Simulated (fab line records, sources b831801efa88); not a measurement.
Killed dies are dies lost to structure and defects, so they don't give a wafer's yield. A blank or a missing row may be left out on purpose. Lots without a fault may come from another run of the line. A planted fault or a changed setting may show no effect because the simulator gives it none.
Which tool did it? | flow gf180mcu | 12 lots, 36 wafers sampled, at 5 steps of a route of 602

WHAT THE GAUGES READ, wafer by wafer
GF_HV_LDD_OVL_MEAS_47. Usual: HV_LDD_03_OVL 0.8 nm, standard deviation 1.4.
lot  | measured     | on         | HV_LDD_03_OVL (nm) | flag
L971 | day 13 05:33 | overlay-02 | -0.8 -0.5 -0.2     |
L972 | day 13 17:45 | overlay-02 | 0.7 2.8 1.0        |
L974 | day 14 05:37 | overlay-02 | 0.4 0.8 1.3        |
L975 | day 14 15:04 | overlay-02 | 1.2 -0.9 -0.7      |
L976 | day 15 03:58 | overlay-01 | 1.5 0.4 0.0        |
L984 | day 17 16:21 | overlay-02 | 2.3 3.4 1.5        |
L986 | day 18 10:33 | overlay-02 | 1.8 0.8 2.4        |
L987 | day 18 16:52 | overlay-02 | -1.1 2.4 0.5       |
L988 | day 19 03:27 | overlay-02 | 3.4 2.9 2.4        |
L989 | day 19 09:37 | overlay-01 | 1.8 1.5 -0.7       |
L990 | day 20 04:06 | overlay-02 | 1.2 -0.2 0.9       |
L991 | day 19 22:45 | overlay-02 | 1.3 1.9 0.6        |

GF_SALICIDE_RS_MEAS_04: measures by four-point-probe. Usual: SALICIDE_TIN_RS 16.2 ohm/sq, standard deviation 0.32.
lot  | measured     | on            | SALICIDE_TIN_RS (ohm/sq)      | flag
L971 | day 16 02:23 | film_metro-02 | 16.1 15.9 16.4                |
L972 | day 16 13:58 | film_metro-03 | 16.7 16.6 16.6                |
L974 | day 17 05:02 | film_metro-03 | 15.9 15.7 15.9                |
L975 | day 17 15:27 | film_metro-03 | 19.1 19.2 18.9 19.1 19.2 18.8 | OFF
L976 | day 18 04:46 | film_metro-04 | 19.6 20.1 20.3 19.6 20.2 20.3 | OFF
L984 | day 20 21:13 | film_metro-04 | 16.0 16.0 16.2                |
L986 | day 21 15:20 | film_metro-02 | 16.1 16.1 16.1                |
L987 | day 21 21:28 | film_metro-03 | 17.1 16.8 16.7                |
L988 | day 22 08:14 | film_metro-02 | 16.3 16.4 16.2                |
L989 | day 22 13:54 | film_metro-04 | 16.1 16.2 16.0                |
L990 | day 23 06:59 | film_metro-03 | 16.8 16.6 16.3                |
L991 | day 23 02:19 | film_metro-02 | 16.8 16.7 16.4                |

GF_SALICIDE_THK_MEAS_05: measures by xrf. Usual: SALICIDE_TIN_THK 20.16 nm, standard deviation 0.24.
lot  | measured     | on            | SALICIDE_TIN_THK (nm)              | flag
L971 | day 16 02:30 | film_metro-02 | 20.43 20.45 20.76                  |
L972 | day 16 14:04 | film_metro-03 | 20.03 20.08 19.93                  |
L974 | day 17 05:09 | film_metro-03 | 20.32 20.62 20.74                  |
L975 | day 17 17:08 | film_metro-03 | 10.00 10.15 10.05 9.95 10.12 10.01 | OFF
L976 | day 18 09:05 | film_metro-04 | 9.60 9.56 9.46 9.63 9.55 9.50      | OFF
L984 | day 20 21:20 | film_metro-04 | 20.42 20.27 20.13                  |
L986 | day 21 15:27 | film_metro-02 | 19.88 19.94 20.07                  |
L987 | day 21 21:34 | film_metro-03 | 19.96 19.57 19.92                  |
L988 | day 22 08:21 | film_metro-02 | 19.81 20.23 20.01                  |
L989 | day 22 14:01 | film_metro-04 | 20.42 20.37 20.47                  |
L990 | day 23 07:06 | film_metro-03 | 20.05 19.73 19.86                  |
L991 | day 23 02:26 | film_metro-02 | 20.21 20.12 20.02                  |

WHICH TOOL RAN EACH LOT (tool, then ch and the chambers of the sampled wafers, then the start)
lot  | GF_STI_CMP_25                | GF_SALICIDE_SPUTTER_03
L971 | cmp-01 ch 0,1,2, day 2 18:38 | pvd_sputter-01, day 16 02:20
L972 | cmp-02 ch 0,1, day 3 01:33   | pvd_sputter-03, day 16 13:52
L974 | cmp-01 ch 0,1,2, day 3 09:53 | pvd_sputter-01, day 17 04:59
L975 | cmp-01 ch 0,2,3, day 3 15:06 | pvd_sputter-01, day 17 15:24
L976 | cmp-02 ch 0,2,3, day 3 22:19 | pvd_sputter-01, day 18 04:42
L984 | cmp-02 ch 1,2,3, day 5 13:34 | pvd_sputter-02, day 20 21:11
L986 | cmp-02 ch 1,2,3, day 6 00:39 | pvd_sputter-02, day 21 15:18
L987 | cmp-01 ch 1,2,3, day 6 04:29 | pvd_sputter-01, day 21 21:25
L988 | cmp-01 ch 1,2, day 6 10:59   | pvd_sputter-01, day 22 08:12
L989 | cmp-02 ch 1,3, day 6 17:50   | pvd_sputter-02, day 22 13:52
L990 | cmp-02 ch 0,2,3, day 6 22:46 | pvd_sputter-01, day 23 06:58
L991 | cmp-02 ch 1,2, day 7 01:38   | pvd_sputter-01, day 23 02:17
- GF_STI_CMP_25: polishes, stops on Si3N4, t overpolish 33 s, target thk 524.6 nm.
- GF_SALICIDE_SPUTTER_03: material TiN, target thk 20 nm, time 16.7 s.

WHAT THE TOOLS THEMSELVES READ (means of the sampled wafers that have a number; where no wafer has one, the mark that the record gives instead)
GF_STI_CMP_25. Usual: edge_zone_pressure_frac 1.000, standard deviation 0.005; motor_current_A 11.8 A, standard deviation 1.6; overpolish_run_s 33.001 s, standard deviation 0.0084; slurry_filter_dp_kPa 13.49 kPa, standard deviation 0.16; time_to_endpoint_s 126 s, standard deviation 4.7.
lot  | tool   | edge_zone_pressure_frac | motor_current_A (A) | overpolish_run_s (s) | slurry_filter_dp_kPa (kPa) | time_to_endpoint_s (s) | flag
L971 | cmp-01 | 0.995                   | 12.0                | 33.000               | 13.41                      | 127                    |
L972 | cmp-02 | 1.000                   | 11.3                | 33.001               | 13.43                      | 131                    |
L974 | cmp-01 | 0.999                   | 11.6                | 33.004               | 13.45                      | 129                    |
L975 | cmp-01 | 1.003                   | 12.8                | 32.993               | 13.44                      | 135                    |
L976 | cmp-02 | 0.998                   | 11.3                | 32.994               | 13.43                      | 122                    |
L984 | cmp-02 | 0.999                   | 11.5                | 33.009               | 13.52                      | 121                    |
L986 | cmp-02 | 0.993                   | 11.4                | 33.003               | 13.47                      | 119                    |
L987 | cmp-01 | 1.001                   | 12.9                | 32.998               | 13.38                      | 133                    |
L988 | cmp-01 | 0.997                   | 11.5                | 32.999               | 13.47                      | 126                    |
L989 | cmp-02 | 1.009                   | 10.4                | 33.005               | 13.61                      | 125                    |
L990 | cmp-02 | 0.997                   | 11.4                | 32.999               | 13.32                      | 123                    |
L991 | cmp-02 | 1.000                   | 12.4                | 33.008               | 13.31                      | 122                    |

GF_SALICIDE_SPUTTER_03. Usual: throttle_valve_pct 30.1 %, standard deviation 0.84.
lot  | tool           | throttle_valve_pct (%) | flag
L971 | pvd_sputter-01 | 30.1                   |
L972 | pvd_sputter-03 | 29.9                   |
L974 | pvd_sputter-01 | 30.7                   |
L975 | pvd_sputter-01 | 30.3                   |
L976 | pvd_sputter-01 | 30.4                   |
L984 | pvd_sputter-02 | 29.9                   |
L986 | pvd_sputter-02 | 30.8                   |
L987 | pvd_sputter-01 | 30.3                   |
L988 | pvd_sputter-01 | 30.3                   |
L989 | pvd_sputter-02 | 28.8                   |
L990 | pvd_sputter-01 | 30.1                   |
L991 | pvd_sputter-01 | 30.8                   |

THE ANSWER, worked out from the rows above alone
Rule: a lot is off if the mean of its wafers that have a number lies more than 3 standard deviations from the usual mean. A lot without any number at a reading at which 4 lots or more have one is off too. The other lots that the step has rows for count as sound. The gauges are gone through in route order, then the tools' own readings, and for those a lot's mean is taken as printed above. The first step at which some lot is off is used, and at that step the reading that is off furthest; a lot without a number counts as furthest.
Off: L975, L976, at GF_SALICIDE_RS_MEAS_04 (SALICIDE_TIN_RS).
A tool fits if, at a process step before that reading, it ran every lot that is off, and no sound lot after the first of them. The gauges at GF_SALICIDE_RS_MEAS_04 are tried like those tools. None of those tried fits.

WHAT THE SIMULATOR HAD PUT IN
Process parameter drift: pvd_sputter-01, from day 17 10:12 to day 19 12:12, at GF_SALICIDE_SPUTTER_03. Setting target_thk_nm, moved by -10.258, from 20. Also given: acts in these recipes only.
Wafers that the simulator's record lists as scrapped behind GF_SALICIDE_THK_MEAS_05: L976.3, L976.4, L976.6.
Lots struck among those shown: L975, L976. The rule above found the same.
